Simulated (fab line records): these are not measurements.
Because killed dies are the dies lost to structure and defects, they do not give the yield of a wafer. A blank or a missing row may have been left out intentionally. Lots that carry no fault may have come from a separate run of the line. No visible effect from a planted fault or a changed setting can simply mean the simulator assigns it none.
The tool behind it: which one? || flow sfq-line || 14 lots, 42 wafers sampled, at 1 step of a route of 325

WHAT THE GAUGES SHOWED, per wafer
The record holds no reading of a measuring or inspecting step that can be judged against a usual standard deviation.

WHAT TOOL EACH LOT RAN ON (gives the tool, then ch and the chambers of the sampled wafers, and finally the start)
{"lot": "L480", "SFQ_TRILAYER_I2_VIA_ETCH_VIA_ETCH_070": "rie-diel-01 ch 2,3, day 21 09:43"}
{"lot": "L482", "SFQ_TRILAYER_I2_VIA_ETCH_VIA_ETCH_070": "rie-diel-01 ch 0,1,2, day 22 12:07"}
{"lot": "L483", "SFQ_TRILAYER_I2_VIA_ETCH_VIA_ETCH_070": "rie-diel-02 ch 0,3, day 22 21:43"}
{"lot": "L485", "SFQ_TRILAYER_I2_VIA_ETCH_VIA_ETCH_070": "rie-diel-04 ch 0,1,3, day 23 15:28"}
{"lot": "L486", "SFQ_TRILAYER_I2_VIA_ETCH_VIA_ETCH_070": "rie-diel-01 ch 0,2, day 24 05:52"}
{"lot": "L490", "SFQ_TRILAYER_I2_VIA_ETCH_VIA_ETCH_070": "rie-diel-04 ch 1,3, day 26 19:02"}
{"lot": "L491", "SFQ_TRILAYER_I2_VIA_ETCH_VIA_ETCH_070": "rie-diel-04 ch 1,2,3, day 26 23:54"}
{"lot": "L492", "SFQ_TRILAYER_I2_VIA_ETCH_VIA_ETCH_070": "rie-diel-02 ch 0,1,3, day 27 11:50"}
{"lot": "L494", "SFQ_TRILAYER_I2_VIA_ETCH_VIA_ETCH_070": "rie-diel-02 ch 0,2,3, day 27 19:02"}
{"lot": "L497", "SFQ_TRILAYER_I2_VIA_ETCH_VIA_ETCH_070": "rie-diel-02 ch 2,3, day 29 01:16"}
{"lot": "L498", "SFQ_TRILAYER_I2_VIA_ETCH_VIA_ETCH_070": "rie-diel-01 ch 0,3, day 29 09:46"}
{"lot": "L499", "SFQ_TRILAYER_I2_VIA_ETCH_VIA_ETCH_070": "rie-diel-02 ch 0,2, day 29 16:58"}
{"lot": "L501", "SFQ_TRILAYER_I2_VIA_ETCH_VIA_ETCH_070": "rie-diel-01 ch 1,2,3, day 30 06:10"}
{"lot": "L503", "SFQ_TRILAYER_I2_VIA_ETCH_VIA_ETCH_070": "rie-diel-04 ch 0,1,3, day 31 04:46"}
- SFQ_TRILAYER_I2_VIA_ETCH_VIA_ETCH_070: etches SiO2 in CHF3, stops on Nb, target depth 260 nm.

AS READ BY THE TOOLS THEMSELVES (means over the sampled wafers that have a number; for cases with no such wafer, the mark the record gives instead)
SFQ_TRILAYER_I2_VIA_ETCH_VIA_ETCH_070.
{"lot": "L480", "tool": "rie-diel-01", "drypump-motor-current-A (A)": 5.8, "oes-product-au (a.u.)": 0.859, "rf-fwd-power-W (W)": 499.6}
{"lot": "L482", "tool": "rie-diel-01", "drypump-motor-current-A (A)": 5.6, "oes-product-au (a.u.)": 0.854, "rf-fwd-power-W (W)": 497.3}
{"lot": "L483", "tool": "rie-diel-02", "drypump-motor-current-A (A)": 5.3, "oes-product-au (a.u.)": 0.856, "rf-fwd-power-W (W)": 499.3}
{"lot": "L485", "tool": "rie-diel-04", "drypump-motor-current-A (A)": 5.3, "oes-product-au (a.u.)": 0.859, "rf-fwd-power-W (W)": 498.5}
{"lot": "L486", "tool": "rie-diel-01", "drypump-motor-current-A (A)": 5.4, "oes-product-au (a.u.)": 0.855, "rf-fwd-power-W (W)": 498.0}
{"lot": "L490", "tool": "rie-diel-04", "drypump-motor-current-A (A)": 5.5, "oes-product-au (a.u.)": 0.857, "rf-fwd-power-W (W)": 576.6}
{"lot": "L491", "tool": "rie-diel-04", "drypump-motor-current-A (A)": 5.6, "oes-product-au (a.u.)": 0.855, "rf-fwd-power-W (W)": 580.1}
{"lot": "L492", "tool": "rie-diel-02", "drypump-motor-current-A (A)": 5.4, "oes-product-au (a.u.)": 0.852, "rf-fwd-power-W (W)": 497.9}
{"lot": "L494", "tool": "rie-diel-02", "drypump-motor-current-A (A)": 5.7, "oes-product-au (a.u.)": 0.857, "rf-fwd-power-W (W)": 496.4}
{"lot": "L497", "tool": "rie-diel-02", "drypump-motor-current-A (A)": 5.6, "oes-product-au (a.u.)": 0.852, "rf-fwd-power-W (W)": 498.5}
{"lot": "L498", "tool": "rie-diel-01", "drypump-motor-current-A (A)": 5.4, "oes-product-au (a.u.)": 0.856, "rf-fwd-power-W (W)": 499.0}
{"lot": "L499", "tool": "rie-diel-02", "drypump-motor-current-A (A)": 6.1, "oes-product-au (a.u.)": 0.850, "rf-fwd-power-W (W)": 496.9}
{"lot": "L501", "tool": "rie-diel-01", "drypump-motor-current-A (A)": 5.8, "oes-product-au (a.u.)": 0.858, "rf-fwd-power-W (W)": 497.2}
{"lot": "L503", "tool": "rie-diel-04", "drypump-motor-current-A (A)": 5.2, "oes-product-au (a.u.)": 0.856, "rf-fwd-power-W (W)": 497.3}

THE ANSWER, worked out from the rows above alone
Rule: the lots themselves supply what counts as usual. The widest of any qualifying gaps counts: lots, ordered by their means at a reading, are off when they make up no more than a third of the lots, leave a main group of 4 or more, and stand apart from it by 3 or more times the standard deviation of that group's means. The tables above print the reading to a certain number of digits; a main group whose means all agree to those digits is not used. Also off: a lot with no number at a reading for which 4 or more lots have one. Where the step has rows for the other lots, those lots are counted as sound. Order of review: gauges by route order, followed by the tools' own readings, for which a lot's mean as printed above is used. The first step at which some lot is off is used, and at that step the reading that is off furthest; a lot without a number counts as furthest.
Off: L490, L491, at SFQ_TRILAYER_I2_VIA_ETCH_VIA_ETCH_070 (rf-fwd-power-W). Mean 498.0 W and standard deviation 0.96 in the main group.
If a tool, at that step or one of the process steps before it, ran each lot that is off and ran no sound lot following the first of them, it fits. No candidate that was tried fits.

WHAT THE SIMULATOR HAD INSERTED
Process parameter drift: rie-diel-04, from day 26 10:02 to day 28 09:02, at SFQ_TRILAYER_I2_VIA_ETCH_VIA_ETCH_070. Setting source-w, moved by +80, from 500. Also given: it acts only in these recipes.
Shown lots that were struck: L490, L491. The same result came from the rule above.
